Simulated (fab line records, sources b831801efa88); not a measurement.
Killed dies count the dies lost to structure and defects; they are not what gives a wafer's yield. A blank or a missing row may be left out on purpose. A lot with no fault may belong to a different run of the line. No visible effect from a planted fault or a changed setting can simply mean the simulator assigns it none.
Comparing a struck lot with a sound one    flow gf180mcu    16 steps out of a route of 602
Sound: the wafers L104.1, L104.2, L104.6. Wafers L113.1, L113.2, L113.4 were the ones struck. At the end, the cause is stated.
Order at every step that has rows: each side's tool, ch and its chambers, its first start. Under that, the readings that differ: sound wafers    struck wafers    difference of the means    sigmas: that difference in standard deviations of wafers without a fault.
alike: words and numbers the same on both sides, and readings whose means are apart by under 2 such deviations; not compared: readings that were withheld, readings missing a value for some wafer, numbers with overlapping values and no deviation given by the record, and bounds like >300 which may hide the same value.
The two part at a step that has a row with sigmas, a row that says differs or no value, or rows on one side only. Numbers that have no deviation but don't overlap get no sigmas and don't part them. Lack of a reading on every wafer of one side parts them only where that side has two or more wafers.

GF_M4_SPUTTER_04: material TiN, target thk 50 nm, time 41.7 s.
  sound on pvd_sputter-02, day 23 00:58; struck on pvd_sputter-04, day 26 02:59
  alike: throttle_valve_pct
GF_M4_RS_MEAS_05: measurement is done with a four-point probe.
  sound on film_metro-04, day 23 01:01; struck on film_metro-02, day 26 03:01
  alike: M4_ALCU_RS
GF_M4_THK_MEAS_06: measures by xrf.
  sound on film_metro-04, day 23 01:08; struck on film_metro-02, day 26 03:08
  alike: M4_ALCU_THK
then, 7 steps without rows for these wafers: GF_M4_DEHYDRATE_07 (time 60 s); GF_M4_HMDS_08 (prime time 60 s); GF_M4_COAT_09 (resist thk 1000 nm); GF_M4_SOFTBAKE_10 (time 60 s); GF_M4_EXPOSE_11 (exposes mask Metal4, target cd 280 nm); GF_M4_PEB_12 (peb time 90 s); GF_M4_DEVELOP_13 (develop time 60 s).
GF_M4_CD_MEAS_14: the cd target is 280 nm.
  sound on cd_sem-01, day 23 23:29; struck on cd_sem-01, day 27 00:02
  alike: cd_nm
GF_M4_OVL_MEAS_15:
  sound on overlay-02, day 23 23:37; struck on overlay-01, day 27 00:10
reading      sound  struck      difference  sigmas
M4_OVL (nm)  9 4 4  -4 -12 -12  -15         -2
GF_M4_METAL_ETCH_16: etches the open film in Cl2/BCl3, stops on SiO2, target depth 750.8 nm, time 125.1 s.
  sound on rie_metal-04 ch 0,1, day 23 23:38; struck on rie_metal-04 ch 0,1, day 27 00:12
reading                              sound                 struck                difference  sigmas
oes_product_au (a.u.)                0.990 0.994 0.989     1.004 1.010 0.998     +0.013      +2
throttle_valve_pct (%)               28.219 28.253 28.238  28.212 28.220 28.205  -0.024      -2
model.KrF_of_M4_COAT_09.thk_nm (nm)  678.8 682.9 681.3     493.7 494.2 490.7     -188.1      
  alike: drypump_motor_current_A
  not compared: rf_hours_counter_h
GF_M4_STRIP_17: strips in O2/N2.
  sound on plasma_asher-01 ch 0,1, day 23 23:46; struck on plasma_asher-01 ch 0,1, day 27 00:20
reading                       sound              struck             difference  sigmas
oes_product_au (a.u.)         0.536 0.543 0.542  0.458 0.461 0.463  -0.080      -17
strip_time_to_endpoint_s (s)  7.30 7.36 7.35     5.49 5.49 5.45     -1.86       -36
  alike: drypump_motor_current_A, heater_power_w
  not compared: rf_hours_counter_h
then, 1 step without rows for these wafers: GF_M4_STRIP_18 (strips in post etch residue remover, time 1200 s).
-- the record jumps here: 5 days lie between the struck wafers' starts before and after (it left off in module M4 and takes up again in module PASSIVATION, whose first step shown is number 602 of the route) --
GF_PASSIVATION_PROBE_99:
  rows exist in the record for the struck wafers here (prober-01, day 32 03:01), but not for the sound ones

## WHERE THEY PART
At GF_M4_OVL_MEAS_15 first; at GF_PASSIVATION_PROBE_99 last (within this record only).

WHY: what the simulator had put in
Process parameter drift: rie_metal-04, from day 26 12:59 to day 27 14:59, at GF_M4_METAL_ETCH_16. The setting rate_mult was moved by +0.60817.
